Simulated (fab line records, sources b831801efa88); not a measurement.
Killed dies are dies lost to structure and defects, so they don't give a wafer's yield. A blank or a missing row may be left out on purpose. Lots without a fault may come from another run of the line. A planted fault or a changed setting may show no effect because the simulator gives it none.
Which tool did it? | flow sky130 | 7 lots, 21 wafers sampled, at 1 step of a route of 708

WHAT THE GAUGES READ, wafer by wafer
SKY_METAL4_CD_MEAS_13: target cd 300 nm.
lot  | measured     | on        | cd_nm (nm)
L310 | day 43 07:23 | cd_sem-02 | 298.8 298.7 300.1
L315 | day 44 10:58 | cd_sem-02 | 298.6 299.1 298.7
L316 | day 44 19:13 | cd_sem-02 | 298.4 297.9 297.7
L318 | day 45 08:46 | cd_sem-02 | 300.3 300.7 299.1
L323 | day 46 06:54 | cd_sem-01 | 299.6 300.1 300.1
L325 | day 46 18:11 | cd_sem-01 | 301.7 301.6 301.1
L328 | day 47 16:47 | cd_sem-02 | 302.2 302.0 301.0

WHICH TOOL RAN EACH LOT (tool, then ch and the chambers of the sampled wafers, then the start)
The record holds no process step before these readings.

THE ANSWER, worked out from the rows above alone
Rule: what is usual is taken from the lots themselves. Put in order of their means at a reading, lots are off if they are a third of the lots or fewer, leave a main group of 4 or more, and stand apart from it by a gap of 3 or more times the standard deviation of the main group's means; of several such gaps the widest counts. A main group whose means are all the same, to the digits that the tables above print for the reading, isn't used. A lot without any number at a reading at which 4 lots or more have one is off too. The other lots that the step has rows for count as sound.
No lot is off at any reading shown: from this, nothing can be told.

WHAT THE SIMULATOR HAD PUT IN
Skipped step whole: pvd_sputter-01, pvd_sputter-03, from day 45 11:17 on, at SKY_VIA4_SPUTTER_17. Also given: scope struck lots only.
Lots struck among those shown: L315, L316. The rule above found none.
